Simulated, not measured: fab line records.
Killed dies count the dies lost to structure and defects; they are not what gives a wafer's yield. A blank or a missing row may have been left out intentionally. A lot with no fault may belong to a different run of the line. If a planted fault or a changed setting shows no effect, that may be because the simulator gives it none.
A lot that was struck, set against a sound lot / flow sfq_line / 41 out of 325 route steps
Sound: wafers L697.3, L697.4, L697.5. Wafers L708.1, L708.3, L708.4 were the ones struck. The cause comes at the end.
Order at every step that has rows: each side's tool, ch and its chambers, its first start. Under that, the readings that differ: sound wafers / struck wafers / difference of the means / sigmas: that difference in standard deviations of wafers without a fault.
alike: same words and numbers on both sides, and readings whose means sit less than 2 such deviations apart. not compared: any withheld reading, any reading some wafer has no value for, any bound like >300 that may hide the same value, and any number with overlapping values for which the record gives no deviation.
Wherever a step has rows on one side only, a row that says differs or no value, or a row with sigmas, the two part there. When numbers do not overlap yet have no deviation, they are printed without sigmas and do not part them. A reading missing from all wafers of one side parts the sides only when that side holds two or more wafers.

SFQ_C5_OVL_MEAS_937:
  sound: overlay-02 at day 67 12:56; struck: overlay-02 at day 70 21:24
  alike: C5_OVL
then, 1 step without rows for these wafers: SFQ_TRILAYER_C5_BARC_OPEN_VIA_ETCH_210 (etches BARC in O2, target depth 125 nm, time 41.7 s).
SFQ_TRILAYER_C5_ETCH_VIA_ETCH_154: etches SiO2 in CHF3, stops on Nb, target depth 84 nm.
  sound on rie_diel-02 ch 0,3, day 67 13:01; struck on rie_diel-03 ch 1,2,3, day 70 21:29
  alike: drypump_motor_current_A, oes_product_au
then, 3 steps without rows for these wafers: SFQ_TRILAYER_C5_STRIP_STRIP_155 (strips in O2); SFQ_TRILAYER_C5_STRIP_SOLV_CLEAN_156 (cleans in NMP, time 600 s); SFQ_TRILAYER_M6_DEP_PRE_CLEAN_158 (time 22.5 s).
SFQ_TRILAYER_M6_DEP_SPUTTER_157: material Nb, target thk 200 nm, time 133.3 s.
  sound: pvd_sputter-05 at day 67 13:53; struck: pvd_sputter-05 at day 70 22:20
  alike: throttle_valve_pct
SFQ_M6_RS_MEAS_938: a four-point-probe measurement.
  sound: film_metro-02 at day 67 14:01; struck: film_metro-02 at day 70 22:25
  alike: M6_NB_RS
then, 3 steps without rows for these wafers: SFQ_TRILAYER_M6_LITHO_COAT_164 (resist thk 62 nm); SFQ_TRILAYER_M6_LITHO_COAT_159 (resist thk 600 nm); SFQ_TRILAYER_M6_LITHO_SOFTBAKE_163.
SFQ_TRILAYER_M6_LITHO_EXPOSE_160: exposes mask M6, target cd 500 nm.
  sound on krf_scanner-01 ch 0, day 69 01:27; struck on krf_scanner-01 ch 0, day 72 01:54
reading=exposure_dose_mJ_cm2; sound=14.412 14.396 14.378; struck=9.931 9.912 9.941; difference=-4.467; sigmas=-99 or more
  alike: mask
then, 2 steps without rows for these wafers: SFQ_TRILAYER_M6_LITHO_PEB_162 (peb time 60 s); SFQ_TRILAYER_M6_LITHO_DEVELOP_161 (time 60 s).
SFQ_M6_OVL_MEAS_940:
  sound: overlay-01 at day 69 02:34; struck: overlay-01 at day 72 03:24
  alike: M6_OVL
SFQ_TRILAYER_M6_BARC_OPEN_METAL_ETCH_206: etches BARC in O2, target depth 125 nm, time 41.7 s.
  sound on rie_metal-01 ch 0,1, day 69 02:37; struck on rie_metal-01 ch 0,1, day 72 03:26
reading=model.M6.cd_nm (nm); sound=496.9 498 498.3; struck=558.3 558.1 558.1; difference=+60.4; sigmas=
  alike: drypump_motor_current_A, oes_product_au
  not compared: rf_hours_counter_h
SFQ_TRILAYER_M6_ETCH_METAL_ETCH_162: etches Nb in Cl2/Ar, stops on SiO2, target depth 240 nm, time 120 s.
  sound on rie_metal-01 ch 0,1, day 69 02:41; struck on rie_metal-01 ch 0,1, day 72 03:30
reading=model.M6.cd_nm (nm); sound=496.4 498.3 498.8; struck=559.7 557.5 559.1; difference=+60.9; sigmas=
  alike: drypump_motor_current_A, oes_product_au
  not compared: rf_hours_counter_h
then, 3 steps without rows for these wafers: SFQ_TRILAYER_M6_STRIP_STRIP_163 (strips in O2); SFQ_TRILAYER_M6_STRIP_SOLV_CLEAN_164 (cleans in NMP, time 600 s); SFQ_TRILAYER_I6_DEP_PECVD_165 (deposits SiO2 from SiH4/N2O, time 111.11 s, target thk 500 nm).
SFQ_TRILAYER_I6_CMP_CMP_166: polishes SiO2.
  sound on cmp-02 ch 0,1, day 69 03:38; struck on cmp-02 ch 0,1,3, day 72 06:53
  alike: edge_zone_pressure_frac, motor_current_A, time_to_endpoint_s
SFQ_I6_BOW_MEAS_941:
  sound: film_metro-03 at day 69 06:40; struck: film_metro-01 at day 72 09:53
  alike: I6_BOW
then, 7 steps without rows for these wafers: SFQ_TRILAYER_I6_METRO_MEASURE_167; SFQ_TRILAYER_I6_VIA_LITHO_COAT_174 (resist thk 62 nm); SFQ_TRILAYER_I6_VIA_LITHO_COAT_169 (resist thk 650 nm); SFQ_TRILAYER_I6_VIA_LITHO_SOFTBAKE_173; SFQ_TRILAYER_I6_VIA_LITHO_EXPOSE_170 (exposes mask I6, target cd 700 nm); SFQ_TRILAYER_I6_VIA_LITHO_PEB_172 (peb time 60 s); SFQ_TRILAYER_I6_VIA_LITHO_DEVELOP_171 (time 60 s).
SFQ_I6_OVL_MEAS_942:
  sound: overlay-01 at day 70 08:35; struck: overlay-02 at day 73 06:48
  alike: I6_OVL
SFQ_TRILAYER_I6_VIA_BARC_OPEN_VIA_ETCH_235: etches BARC in O2, target depth 125 nm, time 41.7 s.
  sound on rie_diel-03 ch 1,2, day 70 08:36; struck on rie_diel-02 ch 0,1,3, day 73 06:50
  alike: drypump_motor_current_A, oes_product_au
  not compared: rf_hours_counter_h
SFQ_TRILAYER_I6_VIA_ETCH_VIA_ETCH_172: etches SiO2 in CHF3, stops on Nb, target depth 260 nm.
  sound on rie_diel-03 ch 1,2, day 70 08:38; struck on rie_diel-02 ch 0,1,3, day 73 06:53
  alike: drypump_motor_current_A, oes_product_au
then, 4 steps without rows for these wafers: SFQ_TRILAYER_I6_VIA_STRIP_STRIP_173 (strips in O2); SFQ_TRILAYER_I6_VIA_STRIP_SOLV_CLEAN_174 (cleans in NMP, time 600 s); SFQ_TRILAYER_M7_DEP_PRE_CLEAN_176 (time 22.5 s); SFQ_TRILAYER_M7_DEP_SPUTTER_175 (material Nb, target thk 200 nm, time 133.3 s).
SFQ_M7_RS_MEAS_943: a four-point-probe measurement.
  sound: film_metro-04 at day 70 09:41; struck: film_metro-01 at day 73 07:54
  alike: M7_NB_RS
then, 3 steps without rows for these wafers: SFQ_TRILAYER_M7_LITHO_COAT_182 (resist thk 62 nm); SFQ_TRILAYER_M7_LITHO_COAT_177 (resist thk 600 nm); SFQ_TRILAYER_M7_LITHO_SOFTBAKE_181.
-- the record jumps here: 8 days lie between the struck wafers' starts before and after --
SFQ_M8_BOW_MEAS_951:
  sound: film_metro-01 at day 76 02:55; struck: film_metro-01 at day 81 01:13
reading=model.etest.m6.ohm_um; sound=1.787 1.771 1.778; struck=1.601 1.587 1.607; difference=-0.180; sigmas=
  alike: M8_BOW

## WHERE THEY PART
SFQ_TRILAYER_M6_LITHO_EXPOSE_160 only, going by this record. Later steps at which nothing parts them and some readings are alike: SFQ_M6_OVL_MEAS_940, SFQ_TRILAYER_M6_BARC_OPEN_METAL_ETCH_206, SFQ_TRILAYER_M6_ETCH_METAL_ETCH_162, SFQ_TRILAYER_I6_CMP_CMP_166, SFQ_I6_BOW_MEAS_941, SFQ_I6_OVL_MEAS_942, SFQ_TRILAYER_I6_VIA_BARC_OPEN_VIA_ETCH_235, SFQ_TRILAYER_I6_VIA_ETCH_VIA_ETCH_172, SFQ_M7_RS_MEAS_943, SFQ_M8_BOW_MEAS_951.

WHY: whatever the simulator had introduced
Process parameters drifting: krf_scanner-01 at SFQ_TRILAYER_M6_LITHO_EXPOSE_160, beginning at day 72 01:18. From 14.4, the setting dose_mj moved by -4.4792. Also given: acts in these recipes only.
